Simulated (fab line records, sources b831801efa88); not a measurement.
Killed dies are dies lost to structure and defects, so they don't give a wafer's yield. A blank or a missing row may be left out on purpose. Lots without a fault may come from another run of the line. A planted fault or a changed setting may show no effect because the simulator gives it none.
Which tool did it? | flow gf180mcu | 13 lots, 39 wafers sampled, at 2 steps of a route of 602

WHAT THE GAUGES READ, wafer by wafer
GF_PSD_CD_MEAS_07: target cd 400 nm.
lot  | measured     | on        | cd_nm (nm)
L704 | day 14 18:38 | cd_sem-02 | 402.1 402.1 403.9
L705 | day 15 06:51 | cd_sem-02 | 395.3 395.0 396.2
L708 | day 16 08:17 | cd_sem-02 | 397.0 398.3 395.9
L709 | day 16 12:59 | cd_sem-02 | 402.0 400.9 399.2
L714 | day 18 13:53 | cd_sem-02 | 404.4 405.0 403.6
L715 | day 18 22:15 | cd_sem-02 | 400.6 402.7 403.2
L716 | day 19 03:01 | cd_sem-02 | 394.2 395.5 395.5
L718 | day 20 00:47 | cd_sem-01 | 401.0 400.3 402.3
L719 | day 20 04:26 | cd_sem-01 | 401.0 402.3 401.0
L720 | day 20 12:11 | cd_sem-01 | 401.2 400.7 398.2
L722 | day 21 03:21 | cd_sem-01 | 396.7 397.2 399.0
L723 | day 21 12:50 | cd_sem-01 | 401.2 402.3 401.1
L724 | day 21 20:33 | cd_sem-02 | 399.5 401.2 402.5

GF_PSD_RS_MEAS_15: measures by four-point-probe.
lot  | measured     | on            | PSD_RS (ohm/sq)
L704 | day 14 19:22 | film_metro-01 | 108.2 108.3 108.0
L705 | day 15 07:36 | film_metro-03 | 108.6 108.2 108.8
L708 | day 16 09:01 | film_metro-04 | 109.0 108.5 108.9
L709 | day 16 13:43 | film_metro-03 | 108.0 108.1 107.9
L714 | day 18 14:36 | film_metro-03 | 108.5 108.4 108.2
L715 | day 18 22:58 | film_metro-01 | 108.3 108.2 108.4
L716 | day 19 03:44 | film_metro-03 | 108.4 108.5 108.9
L718 | day 20 01:30 | film_metro-04 | 107.9 108.5 108.4
L719 | day 20 05:10 | film_metro-03 | 107.9 108.8 108.6
L720 | day 20 12:54 | film_metro-01 | 108.6 108.9 108.8
L722 | day 21 04:04 | film_metro-03 | 108.1 108.3 108.1
L723 | day 21 13:33 | film_metro-04 | 108.6 108.1 108.3
L724 | day 21 21:16 | film_metro-03 | 108.1 108.4 107.8

WHICH TOOL RAN EACH LOT (tool, then ch and the chambers of the sampled wafers, then the start)
The record holds no process step before these readings.

WHAT THE TOOLS THEMSELVES READ (means of the sampled wafers that have a number; where no wafer has one, the mark that the record gives instead)
The record holds no such reading with a usual standard deviation.

THE ANSWER, worked out from the rows above alone
Rule: what is usual is taken from the lots themselves. Put in order of their means at a reading, lots are off if they are a third of the lots or fewer, leave a main group of 4 or more, and stand apart from it by a gap of 3 or more times the standard deviation of the main group's means; of several such gaps the widest counts. A main group whose means are all the same, to the digits that the tables above print for the reading, isn't used. A lot without any number at a reading at which 4 lots or more have one is off too. The other lots that the step has rows for count as sound. The gauges are gone through in route order, then the tools' own readings, and for those a lot's mean is taken as printed above. The first step at which some lot is off is used, and at that step the reading that is off furthest; a lot without a number counts as furthest.
No lot is off at any reading shown: from this, nothing can be told.

WHAT THE SIMULATOR HAD PUT IN
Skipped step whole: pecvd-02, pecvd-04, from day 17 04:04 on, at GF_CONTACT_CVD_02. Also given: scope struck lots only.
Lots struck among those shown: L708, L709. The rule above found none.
